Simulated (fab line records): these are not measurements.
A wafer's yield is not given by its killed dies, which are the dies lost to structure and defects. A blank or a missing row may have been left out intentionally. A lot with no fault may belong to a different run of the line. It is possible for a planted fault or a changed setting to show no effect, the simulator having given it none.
Chamber matching + flow sky130 + 4 sister chambers for SKY_VIA1_CMP_02 on cmp-02
The step polishes SiO2. 4 wafers are shown with their chamber, then 12 later ones without.

== WAFERS, EACH WITH ITS CHAMBER ==
| wafer  | chamber | motor_current_A (A) |
|--------|---------|---------------------|
| L085.1 | 2       | 10.4                |
| L088.1 | 0       | 13.4                |
| L088.3 | 1       | 10.5                |
| L088.6 | 3       | 11.3                |

== WAFERS WITH NO CHAMBER GIVEN ==
| wafer  | motor_current_A (A) |
|--------|---------------------|
| L089.1 | 11.6                |
| L089.3 | 12.0                |
| L089.6 | 11.4                |
| L091.3 | 13.2                |
| L091.4 | 10.6                |
| L091.5 | 10.6                |
| L093.3 | 10.2                |
| L093.4 | 11.1                |
| L093.5 | 12.7                |
| L095.1 | 12.6                |
| L095.5 | 12.2                |
| L095.6 | 11.3                |

== WHICH CHAMBER EACH WENT THROUGH ==
| wafer  | from the rows above               | in truth |
|--------|-----------------------------------|----------|
| L089.1 | can't be placed: 3 or 1 or 2      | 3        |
| L089.3 | can't be placed: 3 or 0 or 1 or 2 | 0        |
| L089.6 | can't be placed: 3 or 1 or 2      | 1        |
| L091.3 | 0                                 | 0        |
| L091.4 | can't be placed: 1 or 2 or 3      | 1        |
| L091.5 | can't be placed: 1 or 2 or 3      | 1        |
| L093.3 | can't be placed: 2 or 1 or 3      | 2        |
| L093.4 | can't be placed: 3 or 1 or 2      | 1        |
| L093.5 | can't be placed: 0 or 3           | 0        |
| L095.1 | can't be placed: 0 or 3           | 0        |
| L095.5 | can't be placed: 3 or 0 or 1 or 2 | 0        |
| L095.6 | can't be placed: 3 or 1 or 2      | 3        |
1 of 12 placed correctly. Unplaceable from these rows: 11, with the true chamber sitting among the candidates in 11. 0 placed wrongly.
How it was worked out, from the rows above alone: a wafer's distance from a chamber is the root of the sum, over the readings, of the square of ((its reading less the chamber's mean) divided by the reading's scatter). If the next closest chamber is less than 2 further off than the closest, the wafer can't be placed; otherwise it belongs to the closest. Each chamber's mean is taken over the wafers shown for it. The scatter: with one shown wafer a chamber, the root of the mean of the squares of how far each hidden wafer lies from its nearest shown one.
